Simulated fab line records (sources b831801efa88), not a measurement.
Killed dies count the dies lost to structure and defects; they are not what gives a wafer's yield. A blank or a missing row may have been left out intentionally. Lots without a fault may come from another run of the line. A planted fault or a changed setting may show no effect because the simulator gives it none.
What tool caused it? / flow sky130 / 6 lots with 18 wafers sampled at 4 steps, on a route of 708 steps

## WHAT THE GAUGES SHOWED, per wafer
SKY_LDD_P_TW_MEAS_11.
lot=L998; measured=day 19 04:06; on=film-metro-03; LDD_P_TW=634 637 633
lot=L100; measured=day 20 08:05; on=film-metro-04; LDD_P_TW=637 639 636
lot=L105; measured=day 22 05:32; on=film-metro-02; LDD_P_TW=622 625 629
lot=L112; measured=day 24 07:58; on=film-metro-04; LDD_P_TW=459 460 458
lot=L118; measured=day 26 08:17; on=film-metro-04; LDD_P_TW=636 635 639
lot=L120; measured=day 26 23:44; on=film-metro-03; LDD_P_TW=632 631 638

## WHAT TOOL EACH LOT RAN ON (gives the tool, then ch and the chambers of the sampled wafers, and finally the start)
lot=L998; SKY_NWELL_RTA_28=rtp-anneal-02 ch 0, day 5 11:35; SKY_POLY_GATE_STRIP_18=plasma-asher-02 ch 0,1, day 16 12:37; SKY_LDD_P_IMPLANT_09=implanter-04 ch 0, day 19 03:53
lot=L100; SKY_NWELL_RTA_28=rtp-anneal-02 ch 0, day 6 05:25; SKY_POLY_GATE_STRIP_18=plasma-asher-02 ch 0,1, day 17 15:35; SKY_LDD_P_IMPLANT_09=implanter-03 ch 0, day 20 07:51
lot=L105; SKY_NWELL_RTA_28=rtp-anneal-01 ch 0, day 7 10:15; SKY_POLY_GATE_STRIP_18=plasma-asher-04 ch 0,1, day 19 12:29; SKY_LDD_P_IMPLANT_09=implanter-04 ch 0, day 22 05:17
lot=L112; SKY_NWELL_RTA_28=rtp-anneal-02 ch 0, day 9 03:10; SKY_POLY_GATE_STRIP_18=plasma-asher-04 ch 0,1, day 21 17:43; SKY_LDD_P_IMPLANT_09=implanter-04 ch 0, day 24 07:44
lot=L118; SKY_NWELL_RTA_28=rtp-anneal-01 ch 0, day 10 15:04; SKY_POLY_GATE_STRIP_18=plasma-asher-02 ch 0,1, day 23 18:55; SKY_LDD_P_IMPLANT_09=implanter-02 ch 0, day 26 08:02
lot=L120; SKY_NWELL_RTA_28=rtp-anneal-01 ch 0, day 11 02:46; SKY_POLY_GATE_STRIP_18=plasma-asher-02 ch 0,1, day 24 11:32; SKY_LDD_P_IMPLANT_09=implanter-03 ch 0, day 26 23:29
- SKY_NWELL_RTA_28: time 30 s.
- SKY_POLY_GATE_STRIP_18: strips in O2/N2.
- SKY_LDD_P_IMPLANT_09

## THE ANSWER, worked out from the rows above alone
Rule: usual is defined by the lots themselves. The widest of any qualifying gaps counts: lots, ordered by their means at a reading, are off when they make up no more than a third of the lots, leave a main group of 4 or more, and stand apart from it by 3 or more times the standard deviation of that group's means. A main group whose means are all the same, to the digits that the tables above print for the reading, isn't used. A lot without any number at a reading at which 4 lots or more have one is off too. The other lots that the step has rows for count as sound.
Off: L112, seen at SKY_LDD_P_TW_MEAS_11 (LDD_P_TW). The main group: mean 634, standard deviation 4.3.
If a tool, at a process step before that reading, ran all the lots that are off and no sound lot after the first of them, it fits. Those tools and the gauges at SKY_LDD_P_TW_MEAS_11 are tried in the same way. Can't be told from this: 3 tools fit, rtp-anneal-02 at SKY_NWELL_RTA_28, plasma-asher-04 at SKY_POLY_GATE_STRIP_18, implanter-04 at SKY_LDD_P_IMPLANT_09.

## WHAT THE SIMULATOR PUT IN
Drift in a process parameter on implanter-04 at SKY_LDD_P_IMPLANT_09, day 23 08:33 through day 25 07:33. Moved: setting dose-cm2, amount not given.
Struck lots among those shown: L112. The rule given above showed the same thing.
